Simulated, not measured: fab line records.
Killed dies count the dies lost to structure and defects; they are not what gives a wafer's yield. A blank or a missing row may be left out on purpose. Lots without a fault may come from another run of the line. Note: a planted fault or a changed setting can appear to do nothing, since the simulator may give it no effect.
Struck lot and sound lot, side by side :: flow sky130 :: 14 steps out of a route of 708
Sound: wafers L139.3, L139.4, L139.6. Wafers L128.1, L128.2, L128.4 were the ones struck. The cause is named last.
At each step with rows: each side's tool, then ch and its chambers, then its first start. Under that, the readings that differ: sound wafers :: struck wafers :: difference of the means :: sigmas: that difference in standard deviations of wafers without a fault.
alike: same words and numbers on both sides, and readings whose means sit less than 2 such deviations apart. not compared: any withheld reading, any reading some wafer has no value for, any bound like >300 that may hide the same value, and any number with overlapping values for which the record gives no deviation.
The two part at a step that has a row with sigmas, a row that says differs or no value, or rows on one side only. Non-overlapping numbers with no deviation appear without sigmas and do not part them. Lack of a reading on every wafer of one side parts them only where that side has two or more wafers.

first, 4 steps without rows for these wafers: SKY_VT_ADJUST_PCH_SOFTBAKE_03; SKY_VT_ADJUST_PCH_EXPOSE_04 (exposes mask NWM, target cd 840 nm); SKY_VT_ADJUST_PCH_PEB_05; SKY_VT_ADJUST_PCH_DEVELOP_06 (develop time 60 s).
SKY_VT_ADJUST_PCH_OVL_MEAS_07:
  sound: overlay-01 at day 16 10:10; struck: overlay-02 at day 13 02:10
  alike: VT_ADJUST_PCH_OVL
next, for these wafers, 1 step has no rows: SKY_VT_ADJUST_PCH_IMPLANT_08.
SKY_VT_ADJUST_PCH_STRIP_09: strips in O2/N2.
  sound on plasma_asher-01 ch 0,1, day 16 10:22; struck on plasma_asher-02 ch 0,1, day 13 02:21
  alike: chamber_pressure_mTorr, drypump_motor_current_A, o2_flow_sccm, oes_product_au, strip_time_to_endpoint_s
  not compared: rf_hours_counter_h
SKY_VT_ADJUST_PCH_TW_MEAS_10:
  sound: film_metro-03 at day 16 10:28; struck: film_metro-03 at day 13 02:27
  alike: VT_ADJUST_PCH_TW
then, 3 steps without rows for these wafers: SKY_SONOS_TUNNEL_DEHYDRATE_00 (time 60 s); SKY_SONOS_TUNNEL_HMDS_01 (prime time 60 s); SKY_SONOS_TUNNEL_COAT_02 (resist thk 1140 nm).
SKY_SONOS_TUNNEL_SOFTBAKE_03: time 61.83 s.
  sound on litho_track-03 ch 0, day 17 00:26; struck on litho_track-04 ch 0, day 13 15:00
  alike: plate_sensor_t_centre_C, plate_sensor_t_edge_C
SKY_SONOS_TUNNEL_EXPOSE_04: exposes mask TUNM, target cd 410 nm.
  struck on iline_stepper-01, day 13 15:16; sound on iline_stepper-01 ch 0, day 17 00:41
  no value came back on the struck wafers for exposure_dose_mJ_cm2, focus_offset_nm (nm); on the sound wafers exposure_dose_mJ_cm2 reads 136.03 135.84 135.80
  alike: mask
next, for these wafers, 1 step has no rows: SKY_SONOS_TUNNEL_PEB_05.

== WHERE THEY PART ==
At SKY_SONOS_TUNNEL_EXPOSE_04 and nowhere else, as far as this record goes.

WHY: what the simulator had put in
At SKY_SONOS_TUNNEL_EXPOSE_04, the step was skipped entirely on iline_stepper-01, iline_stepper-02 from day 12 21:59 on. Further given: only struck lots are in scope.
